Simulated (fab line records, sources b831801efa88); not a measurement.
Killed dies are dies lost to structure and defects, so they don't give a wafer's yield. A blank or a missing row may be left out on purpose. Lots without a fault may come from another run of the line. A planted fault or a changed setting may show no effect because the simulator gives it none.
A struck lot beside a sound one | flow sky130 | 43 steps out of a route of 708
Sound: wafers L726.2, L726.4, L726.5. Struck: wafers L740.3, L740.6. (L740.4 of the same lot was not struck and is left out.) The cause comes at the end.
At each step with rows: each side's tool, then ch and its chambers, then its first start. Under that, the readings that differ: sound wafers | struck wafers | difference of the means | sigmas: that difference in standard deviations of wafers without a fault.
alike: readings whose means differ by less than 2 such deviations, and words and numbers that are the same on both sides. not compared: withheld readings, readings that some wafer has no value for, bounds like >300 that may hide the same value, and numbers for which the record gives no deviation and whose values overlap.
The two part at a step that has a row with sigmas, a row that says differs or no value, or rows on one side only. Numbers that don't overlap but have no deviation are shown without sigmas and don't part them. A reading that every wafer of one side lacks parts them only if that side has two wafers or more.

first, 1 step without rows for these wafers: SKY_LDD_P_IMPLANT_09.
SKY_LDD_P_STRIP_10: strips in O2/N2.
  sound on plasma_asher-02 ch 0,1, day 20 13:34; struck on plasma_asher-03 ch 0, day 25 03:37
  alike: drypump_motor_current_A, oes_product_au, strip_time_to_endpoint_s
  not compared: rf_hours_counter_h
SKY_LDD_P_TW_MEAS_11:
  sound on film_metro-01, day 20 13:41; struck on film_metro-03, day 25 03:43
  alike: LDD_P_TW
then, 7 steps without rows for these wafers: SKY_LDD_HVN_DEHYDRATE_00 (time 60 s); SKY_LDD_HVN_HMDS_01 (prime time 60 s); SKY_LDD_HVN_COAT_02 (resist thk 300 nm); SKY_LDD_HVN_SOFTBAKE_03 (time 60 s); SKY_LDD_HVN_EXPOSE_04 (exposes mask HVNTM, target cd 700 nm); SKY_LDD_HVN_PEB_05; SKY_LDD_HVN_DEVELOP_06 (develop time 60 s).
SKY_LDD_HVN_OVL_MEAS_07:
  sound on overlay-02, day 21 19:25; struck on overlay-02, day 26 08:44
  alike: LDD_HVN_OVL
then, 1 step without rows for these wafers: SKY_LDD_HVN_IMPLANT_08.
SKY_LDD_HVN_STRIP_09: strips in O2/N2.
  sound on plasma_asher-04 ch 1, day 21 19:36; struck on plasma_asher-03 ch 0, day 26 08:56
  reading                     | sound          | struck    | difference | sigmas
  drypump_motor_current_A (A) | 5.79 5.81 5.77 | 5.28 5.29 | -0.50      | -3
  alike: oes_product_au, strip_time_to_endpoint_s
  not compared: rf_hours_counter_h
SKY_LDD_HVN_TW_MEAS_10:
  sound on film_metro-04, day 21 19:43; struck on film_metro-01, day 26 09:01
  alike: LDD_HVN_TW
then, 7 steps without rows for these wafers: SKY_LDD_HVP_DEHYDRATE_00 (time 60 s); SKY_LDD_HVP_HMDS_01 (prime time 60 s); SKY_LDD_HVP_COAT_02 (resist thk 300 nm); SKY_LDD_HVP_SOFTBAKE_03 (time 60 s); SKY_LDD_HVP_EXPOSE_04 (exposes mask HVPTM, target cd 700 nm); SKY_LDD_HVP_PEB_05; SKY_LDD_HVP_DEVELOP_06 (develop time 60 s).
SKY_LDD_HVP_OVL_MEAS_07:
  sound on overlay-02, day 23 01:34; struck on overlay-02, day 27 13:13
  alike: LDD_HVP_OVL
then, 1 step without rows for these wafers: SKY_LDD_HVP_IMPLANT_08.
SKY_LDD_HVP_STRIP_09: strips in O2/N2.
  sound on plasma_asher-02 ch 0,1, day 23 01:45; struck on plasma_asher-02 ch 0,1, day 27 13:26
  alike: drypump_motor_current_A, oes_product_au, strip_time_to_endpoint_s
  not compared: rf_hours_counter_h
SKY_LDD_HVP_TW_MEAS_10:
  sound on film_metro-02, day 23 01:52; struck on film_metro-03, day 27 13:31
  alike: LDD_HVP_TW
then, 7 steps without rows for these wafers: SKY_LDD_LDN_DEHYDRATE_00 (time 60 s); SKY_LDD_LDN_HMDS_01 (prime time 60 s); SKY_LDD_LDN_COAT_02 (resist thk 1140 nm); SKY_LDD_LDN_SOFTBAKE_03 (time 60 s); SKY_LDD_LDN_EXPOSE_04 (exposes mask LDNTM, target cd 700 nm); SKY_LDD_LDN_PEB_05; SKY_LDD_LDN_DEVELOP_06 (develop time 60 s).
SKY_LDD_LDN_OVL_MEAS_07:
  sound on overlay-01, day 24 07:02; struck on overlay-02, day 28 18:00
  alike: LDD_LDN_OVL
then, 4 steps without rows for these wafers: SKY_LDD_LDN_IMPLANT_08; SKY_LDD_LDN_IMPLANT_09; SKY_LDD_LDN_IMPLANT_10; SKY_LDD_LDN_IMPLANT_11.
SKY_LDD_LDN_STRIP_12: strips in O2/N2.
  sound on plasma_asher-02 ch 0,1, day 24 07:40; struck on plasma_asher-03 ch 1, day 28 18:39
  reading                      | sound             | struck      | difference | sigmas
  strip_time_to_endpoint_s (s) | 14.27 14.21 14.26 | 14.12 14.13 | -0.12      | -3
  alike: drypump_motor_current_A, oes_product_au
  not compared: rf_hours_counter_h
SKY_LDD_LDN_TW_MEAS_13:
  sound on film_metro-03, day 24 07:47; struck on film_metro-02, day 28 18:44
  alike: LDD_LDN_TW
then, 2 steps without rows for these wafers: SKY_LDD_LDN_CLEAN_14 (cleans in SC1/SC2, time 150 s); SKY_SPACER_CVD_00 (deposits Si3N4 from DCS/NH3, target thk 43.1 nm, time 740 s).
SKY_SPACER_THK_MEAS_01:
  sound on film_metro-03, day 24 09:05; struck on film_metro-01, day 28 21:33
  alike: SPACER_CVD_00_THK
-- the record jumps here: 21 days lie between the struck wafers' starts before and after (it left off in module SPACER and takes up again in module PAD_OPEN, whose first step shown is number 708 of the route) --
SKY_PAD_OPEN_PROBE_99:
  sound on prober-02, day 46 19:29; struck on prober-02, day 49 23:25
  reading             | sound    | struck  | difference | sigmas
  killed_at_front_end | 16 17 21 | 47 41   | +26        | +6
  killed_dies         | 85 81 91 | 116 114 | +29        | +3
  killed_on_rim       | 18 16 21 | 30 31   | +12        | +3
  alike: killed_at_M0_to_M3, killed_at_M4_up, killed_at_contacts, killed_at_other, killed_open, killed_short

WHERE THEY PART
First at SKY_LDD_HVN_STRIP_09; last, within this record, at SKY_PAD_OPEN_PROBE_99.

WHY: what the simulator had put in
Chamber particle source: plasma_asher-03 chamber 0, from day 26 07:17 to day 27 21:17, at SKY_LDD_HVN_STRIP_09. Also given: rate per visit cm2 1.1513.
